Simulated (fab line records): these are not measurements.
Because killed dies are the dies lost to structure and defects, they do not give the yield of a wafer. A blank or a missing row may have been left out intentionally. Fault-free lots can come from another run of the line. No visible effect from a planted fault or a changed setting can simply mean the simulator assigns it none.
A single fault, viewed from 2 desks + flow sfq line + numbers are kept per desk, each desk with only its own; the story behind them comes last

FOR THE TOOL OWNER'S DESK: pvd sputter-03
The tool's own readings at SFQ_TRILAYER_M0_DEP_SPUTTER_019 (material Nb, target thk 200 nm, time 133.3 s): means of the sampled wafers that have a number, for each lot that ran on this tool. The brackets show how far a lot's mean lies from the usual mean; more than 4 standard deviations puts the lot out of limits, marked OUT.
Columns: A = throttle valve pct at SFQ_TRILAYER_M0_DEP_SPUTTER_019, usual 30.0 %
| lot  | first seen here | A    |
|------|-----------------|------|
| L163 | day 5 17:08     | 29.9 |
| L164 | day 5 23:38     | 30.1 |
| L166 | day 6 07:22     | 29.8 |
| L167 | day 6 11:08     | 29.8 |
| L170 | day 7 13:09     | 29.7 |
| L172 | day 8 02:43     | 29.8 |
This desk's finding: nothing out of limits on any of the 6 lots.

AT THE METROLOGY DESK
Means of the sampled wafers that have a number, per lot and without regard to the tool the lot ran on: this is what the gauges read. The brackets show how far a lot's mean lies from the usual mean; more than 4 standard deviations puts the lot out of limits, marked OUT.
Columns: A = M0_NB_RS at SFQ_M0_RS_MEAS_904, usual 0.889 ohm/sq
| lot  | first seen here | A     |
|------|-----------------|-------|
| L162 | day 5 07:39     | 0.884 |
| L163 | day 5 17:15     | 0.887 |
| L164 | day 5 23:43     | 0.897 |
| L165 | day 6 04:38     | 0.909 |
| L166 | day 6 07:27     | 0.891 |
| L167 | day 6 11:14     | 0.859 |
| L170 | day 7 13:17     | 0.870 |
| L172 | day 8 02:48     | 0.857 |
| L177 | day 9 04:23     | 0.892 |
| L178 | day 9 09:49     | 0.884 |
| L180 | day 9 23:01     | 0.887 |
| L182 | day 10 10:35    | 0.880 |
| L183 | day 10 16:23    | 0.874 |
| L184 | day 10 23:39    | 0.913 |
| L185 | day 11 06:49    | 0.892 |
This desk's finding: nothing out of limits on any of the 15 lots.

PUT TOGETHER
The desk of the tool owner found nothing out of limits.
Metrology desk: nothing out of limits seen.

WHAT WAS PUT IN BY THE SIMULATOR
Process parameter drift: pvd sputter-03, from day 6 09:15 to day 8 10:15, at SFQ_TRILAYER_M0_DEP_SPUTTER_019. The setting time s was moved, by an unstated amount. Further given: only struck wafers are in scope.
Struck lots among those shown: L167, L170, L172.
